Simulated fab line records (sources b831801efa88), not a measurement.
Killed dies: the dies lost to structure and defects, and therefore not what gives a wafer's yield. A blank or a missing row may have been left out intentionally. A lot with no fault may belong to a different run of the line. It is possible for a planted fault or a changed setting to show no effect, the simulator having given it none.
What tool caused it? ; flow gf180mcu ; 14 lots, 42 wafers sampled, at 4 steps of a route of 602

WHAT THE GAUGES READ, wafer by wafer
GF_PSD_OVL_MEAS_08.
lot;measured;on;PSD_OVL (nm)
L786;day 14 06:29;overlay-02;-2.1 -2.6 -1.1
L787;day 14 18:32;overlay-02;-1.0 -1.3 -1.6
L788;day 14 20:47;overlay-01;-0.2 -0.3 0.1
L789;day 14 23:43;overlay-02;-1.6 -2.4 -2.7
L791;day 15 21:10;overlay-02;1.7 1.1 2.0
L792;day 16 02:12;overlay-01;-2.4 -2.1 -2.4
L793;day 16 19:56;overlay-01;-4.0 -4.4 -3.9
L794;day 17 01:00;overlay-01;-0.1 -1.1 -0.4
L797;day 18 01:50;overlay-01;-1.3 -0.9 0.7
L800;day 19 02:06;overlay-01;0.0 0.7 1.2
L803;day 20 01:41;overlay-02;-2.9 -1.3 -1.9
L804;day 20 11:23;overlay-01;-1.5 -2.0 -3.4
L808;day 22 03:00;overlay-01;-1.5 -2.8 -0.3
L809;day 22 06:48;overlay-01;-1.3 -0.3 -0.9

GF_CONTACT_THK_MEAS_03.
lot;measured;on;CONTACT_CVD_02_THK (nm)
L786;day 15 02:02;film metro-01;836 851 856
L787;day 15 17:56;film metro-03;869 872 876
L788;day 15 20:40;film metro-01;870 877 870
L789;day 15 23:54;film metro-04;842 832 850
L791;day 16 21:35;film metro-04;863 863 880
L792;day 17 02:24;film metro-04;855 878 866
L793;day 17 21:29;film metro-03;851 854 856
L794;day 18 02:31;film metro-04;845 851 843
L797;day 19 03:25;film metro-01;850 851 864
L800;day 20 04:20;film metro-03;829 852 833
L808;day 23 04:04;film metro-03;847 854 852
L809;day 23 07:53;film metro-04;841 852 865

WHICH TOOL RAN EACH LOT (tool, then ch and the chambers of the sampled wafers, then the start)
lot;GF_SAB_WET_ETCH_12;GF_SALICIDE_RTA_06
L786;wet bench-02 ch 0, day 15 01:01;rtp anneal-02 ch 0, day 15 01:34
L787;wet bench-01 ch 2, day 15 16:52;rtp anneal-01 ch 0, day 15 17:27
L788;wet bench-02 ch 1, day 15 19:34;rtp anneal-01 ch 0, day 15 20:10
L789;wet bench-02 ch 0, day 15 22:52;rtp anneal-01 ch 0, day 15 23:26
L791;wet bench-04 ch 2, day 16 20:34;rtp anneal-01 ch 0, day 16 21:08
L792;wet bench-04 ch 2, day 17 01:19;rtp anneal-01 ch 0, day 17 01:54
L793;wet bench-02 ch 2, day 17 20:28;rtp anneal-01 ch 0, day 17 21:01
L794;wet bench-01 ch 0, day 18 01:30;rtp anneal-02 ch 0, day 18 02:03
L797;wet bench-02 ch 3, day 19 02:22;rtp anneal-02 ch 0, day 19 02:58
L800;wet bench-04 ch 3, day 20 03:18;rtp anneal-02 ch 0, day 20 03:52
L803;wet bench-01 ch 1, day 21 03:03;-
L804;wet bench-02 ch 1, day 21 11:31;-
L808;wet bench-01 ch 3, day 23 03:03;rtp anneal-02 ch 0, day 23 03:37
L809;wet bench-04 ch 1, day 23 06:52;rtp anneal-02 ch 0, day 23 07:25
- GF_SAB_WET_ETCH_12: etches SiO2 in dHF, target depth 22 nm, time 440 s.
- GF_SALICIDE_RTA_06: time 30 s.

AS READ BY THE TOOLS THEMSELVES (means over the sampled wafers that have a number; for cases with no such wafer, the mark the record gives instead)
GF_SAB_WET_ETCH_12.
lot;tool;bath heat duty pct (%);run length s (s)
L786;wet bench-02;4.9;466
L787;wet bench-01;6.5;464
L788;wet bench-02;7.0;472
L789;wet bench-02;5.2;474
L791;wet bench-04;5.2;474
L792;wet bench-04;5.4;474
L793;wet bench-02;6.3;467
L794;wet bench-01;5.9;465
L797;wet bench-02;5.7;471
L800;wet bench-04;5.6;473
L803;wet bench-01;-;-
L804;wet bench-02;-;-
L808;wet bench-01;7.7;466
L809;wet bench-04;6.2;467

GF_SALICIDE_RTA_06.
lot;tool;chamber o2 ppm;lamp power pct (%);wafer_temp_C_max
L786;rtp anneal-02;1.993;7.1;533.6
L787;rtp anneal-01;1.988;6.3;533.4
L788;rtp anneal-01;2.017;6.3;532.2
L789;rtp anneal-01;1.997;6.3;532.7
L791;rtp anneal-01;1.985;6.3;532.8
L792;rtp anneal-01;1.988;6.3;533.1
L793;rtp anneal-01;2.006;6.3;533.9
L794;rtp anneal-02;1.951;7.1;533.3
L797;rtp anneal-02;1.992;7.1;533.3
L800;rtp anneal-02;1.980;7.1;533.4
L808;rtp anneal-02;2.021;7.1;533.2
L809;rtp anneal-02;1.979;7.1;533.0

THE ANSWER, worked out from the rows above alone
Rule: the usual values come from the lots themselves. The widest of any qualifying gaps counts: lots, ordered by their means at a reading, are off when they make up no more than a third of the lots, leave a main group of 4 or more, and stand apart from it by 3 or more times the standard deviation of that group's means. A main group whose means are all the same, to the digits that the tables above print for the reading, isn't used. A lot without any number at a reading at which 4 lots or more have one is off too. The other lots that the step has rows for count as sound. After the gauges, taken in route order, come the tools' own readings; for these a lot's mean is taken, as printed above. The first step at which some lot is off is used, and at that step the reading that is off furthest; a lot without a number counts as furthest.
Off at GF_SAB_WET_ETCH_12 (bath heat duty pct): L803, L804. Without a number there: L803, L804. The main group: mean 6.0 %, standard deviation 0.78.
If a tool, at that step or one of the process steps before it, ran each lot that is off and ran no sound lot following the first of them, it fits. None of those tried fits.

WHAT THE SIMULATOR HAD PUT IN
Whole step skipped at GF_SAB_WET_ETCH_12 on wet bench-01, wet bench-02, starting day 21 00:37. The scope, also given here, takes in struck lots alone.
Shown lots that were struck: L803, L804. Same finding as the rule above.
